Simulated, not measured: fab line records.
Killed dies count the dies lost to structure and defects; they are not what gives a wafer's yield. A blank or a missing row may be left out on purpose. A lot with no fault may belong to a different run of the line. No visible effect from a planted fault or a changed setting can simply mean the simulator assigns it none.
The tool behind it: which one? | flow sky130 | Sampling: 14 lots, 42 wafers, 2 of 708 route steps

WHAT THE GAUGES SHOWED, per wafer
Not one reading of a measure or inspect step in the record can be checked against a usual standard deviation.

EACH LOT AND THE TOOL THAT RAN IT (in order: tool; ch and the chambers of the sampled wafers; start)
lot  | SKY_LDD_N_IMPLANT_14            | SKY_LDD_N_STRIP_16
L706 | implanter-01 ch 0, day 18 00:11 | plasma-asher-02 ch 1, day 18 00:29
L707 | implanter-04 ch 0, day 18 04:14 | plasma-asher-01 ch 0, day 18 04:32
L708 | implanter-01 ch 0, day 18 16:50 | plasma-asher-03 ch 0,1, day 18 17:08
L709 | implanter-03 ch 0, day 18 23:14 | plasma-asher-03 ch 0,1, day 18 23:32
L711 | implanter-01 ch 0, day 19 22:54 | plasma-asher-02 ch 0,1, day 19 23:12
L714 | implanter-01 ch 0, day 20 21:05 | plasma-asher-02 ch 0,1, day 20 21:21
L720 | implanter-01 ch 0, day 23 02:36 | plasma-asher-02 ch 0,1, day 23 02:53
L722 | implanter-03 ch 0, day 23 22:16 | plasma-asher-02 ch 0,1, day 23 22:32
L723 | implanter-01 ch 0, day 24 11:20 | plasma-asher-03 ch 0,1, day 24 11:38
L724 | implanter-01 ch 0, day 24 13:02 | plasma-asher-02 ch 1, day 24 13:18
L726 | implanter-01 ch 0, day 24 21:00 | plasma-asher-02 ch 0,1, day 24 21:17
L727 | implanter-04 ch 0, day 25 10:05 | plasma-asher-02 ch 0,1, day 25 10:23
L728 | implanter-03 ch 0, day 25 13:44 | plasma-asher-01 ch 0,1, day 25 14:02
L729 | implanter-03 ch 0, day 26 01:34 | plasma-asher-02 ch 0,1, day 26 01:50
- SKY_LDD_N_IMPLANT_14
- SKY_LDD_N_STRIP_16: strips in O2/N2.

AS READ BY THE TOOLS THEMSELVES (means over the sampled wafers that have a number; for cases with no such wafer, the mark the record gives instead)
SKY_LDD_N_IMPLANT_14.
lot  | tool         | dose-ions-cm2 | faraday-current-uA
L706 | implanter-01 | 5e+12         | 28.5
L707 | implanter-04 | 5e+12         | 28.2
L708 | implanter-01 | 5e+12         | 28.6
L709 | implanter-03 | 5e+12         | 28.0
L711 | implanter-01 | 5e+13         | 259.3
L714 | implanter-01 | 5e+13         | 257.0
L720 | implanter-01 | 5e+12         | 28.4
L722 | implanter-03 | 5e+12         | 28.6
L723 | implanter-01 | 5e+12         | 28.6
L724 | implanter-01 | 5e+12         | 27.8
L726 | implanter-01 | 5e+12         | 28.4
L727 | implanter-04 | 5e+12         | 28.3
L728 | implanter-03 | 5e+12         | 28.4
L729 | implanter-03 | 5e+12         | 28.5

SKY_LDD_N_STRIP_16.
lot  | tool            | drypump-motor-current-A (A) | oes-product-au (a.u.) | strip-time-to-endpoint-s (s)
L706 | plasma-asher-02 | 5.6                         | 0.412                 | 4.320
L707 | plasma-asher-01 | 4.9                         | 0.408                 | 4.323
L708 | plasma-asher-03 | 6.0                         | 0.406                 | 4.328
L709 | plasma-asher-03 | 6.0                         | 0.409                 | 4.320
L711 | plasma-asher-02 | 5.3                         | 0.406                 | 4.434
L714 | plasma-asher-02 | 5.2                         | 0.408                 | 4.414
L720 | plasma-asher-02 | 5.3                         | 0.405                 | 4.325
L722 | plasma-asher-02 | 5.1                         | 0.403                 | 4.312
L723 | plasma-asher-03 | 6.0                         | 0.408                 | 4.318
L724 | plasma-asher-02 | 5.5                         | 0.409                 | 4.316
L726 | plasma-asher-02 | 5.3                         | 0.407                 | 4.326
L727 | plasma-asher-02 | 5.1                         | 0.405                 | 4.298
L728 | plasma-asher-01 | 5.7                         | 0.406                 | 4.323
L729 | plasma-asher-02 | 5.1                         | 0.410                 | 4.323

THE ANSWER, worked out from the rows above alone
Rule: usual is defined by the lots themselves. Put in order of their means at a reading, lots are off if they are a third of the lots or fewer, leave a main group of 4 or more, and stand apart from it by a gap of 3 or more times the standard deviation of the main group's means; of several such gaps the widest counts. A main group whose means are all the same, to the digits that the tables above print for the reading, isn't used. Also off: a lot with no number at a reading for which 4 or more lots have one. Where the step has rows for the other lots, those lots are counted as sound. Order of review: gauges by route order, followed by the tools' own readings, for which a lot's mean as printed above is used. The first step at which some lot is off is used, and at that step the reading that is off furthest; a lot without a number counts as furthest.
Off at SKY_LDD_N_IMPLANT_14 (faraday-current-uA): L711, L714. The main group: mean 28.4, standard deviation 0.24.
If a tool, at that step or one of the process steps before it, ran each lot that is off and ran no sound lot following the first of them, it fits. Not one of the candidates tried fits.

WHAT THE SIMULATOR HAD INSERTED
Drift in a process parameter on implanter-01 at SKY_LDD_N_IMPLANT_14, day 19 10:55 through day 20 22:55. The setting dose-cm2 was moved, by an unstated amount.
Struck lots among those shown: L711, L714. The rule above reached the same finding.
